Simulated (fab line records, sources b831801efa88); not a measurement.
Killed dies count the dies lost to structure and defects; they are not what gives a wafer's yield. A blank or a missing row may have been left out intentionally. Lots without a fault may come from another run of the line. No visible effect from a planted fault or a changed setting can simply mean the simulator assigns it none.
A struck lot beside a sound one	flow sky130	18 steps out of a route of 708
Sound: the wafers L500.3, L500.4, L500.6. Struck: wafers L496.2, L496.3, L496.6. The cause is named last.
Per side, at each step with rows, come the tool, then ch with its chambers, and then its first start. Under that, the readings that differ: sound wafers	struck wafers	difference of the means	sigmas: that difference in standard deviations of wafers without a fault.
alike: a reading whose means differ by less than 2 such deviations, as well as words and numbers matching on both sides. not compared: withheld readings; readings where some wafer has no value; bounds like >300 that might hide an equal value; numbers whose values overlap and for which the record gives no deviation.
A row with sigmas, a row that says differs or no value, or rows on one side alone: a step with any of these is where the two part. Numbers that have no deviation but don't overlap get no sigmas and don't part them. A reading missing from all wafers of one side parts the sides only when that side holds two or more wafers.

first, 4 steps without rows for these wafers: SKY_LDD_HVN_SOFTBAKE_03 (time 60 s); SKY_LDD_HVN_EXPOSE_04 (exposes mask HVNTM, target cd 700 nm); SKY_LDD_HVN_PEB_05; SKY_LDD_HVN_DEVELOP_06 (develop time 60 s).
SKY_LDD_HVN_OVL_MEAS_07:
  struck on overlay-01, day 23 01:29; sound on overlay-01, day 24 15:18
  alike: LDD_HVN_OVL
then, 1 step without rows for these wafers: SKY_LDD_HVN_IMPLANT_08.
SKY_LDD_HVN_STRIP_09: strips in O2/N2.
  sound on plasmaAsher-02 ch 0,1, day 24 15:31; struck on plasmaAsher-01 ch 0,1, day 23 01:40
  alike: chamberPressureMTorr, drypumpMotorCurrentA, oesProductAu, stripTimeToEndpointS
  not compared: rfHoursCounterH
SKY_LDD_HVN_TW_MEAS_10:
  struck on filmMetro-03, day 23 01:47; sound on filmMetro-03, day 24 15:36
  alike: LDD_HVN_TW
then, 4 steps without rows for these wafers: SKY_LDD_HVP_DEHYDRATE_00 (time 60 s); SKY_LDD_HVP_HMDS_01 (prime time 60 s); SKY_LDD_HVP_COAT_02 (resist thk 300 nm); SKY_LDD_HVP_SOFTBAKE_03 (time 60 s).
SKY_LDD_HVP_EXPOSE_04: exposes mask HVPTM, target cd 700 nm.
  sound on ilineStepper-01 ch 0, day 25 06:34; struck on ilineStepper-02 ch 0, day 23 16:39
reading	sound	struck	difference	sigmas
model.LDD_HVP.overlayXNm (nm)	0.2556 0.2556 0.2556	6.927 6.927 6.927	+6.671	
  alike: mask
then, 2 steps without rows for these wafers: SKY_LDD_HVP_PEB_05; SKY_LDD_HVP_DEVELOP_06 (develop time 60 s).
SKY_LDD_HVP_OVL_MEAS_07:
  struck on overlay-02, day 24 07:54; sound on overlay-01, day 25 19:27
reading	sound	struck	difference	sigmas
LDD_HVP_OVL (nm)	-2.4 0.1 -1.0	3.8 4.8 4.2	+5.4	+4
then, 2 steps without rows for these wafers: SKY_LDD_HVP_IMPLANT_08; SKY_PAD_OPEN_PROBE_99.

## WHERE THEY PART
Within this record, at SKY_LDD_HVP_OVL_MEAS_07 only.

WHY: what had been put in by the simulator
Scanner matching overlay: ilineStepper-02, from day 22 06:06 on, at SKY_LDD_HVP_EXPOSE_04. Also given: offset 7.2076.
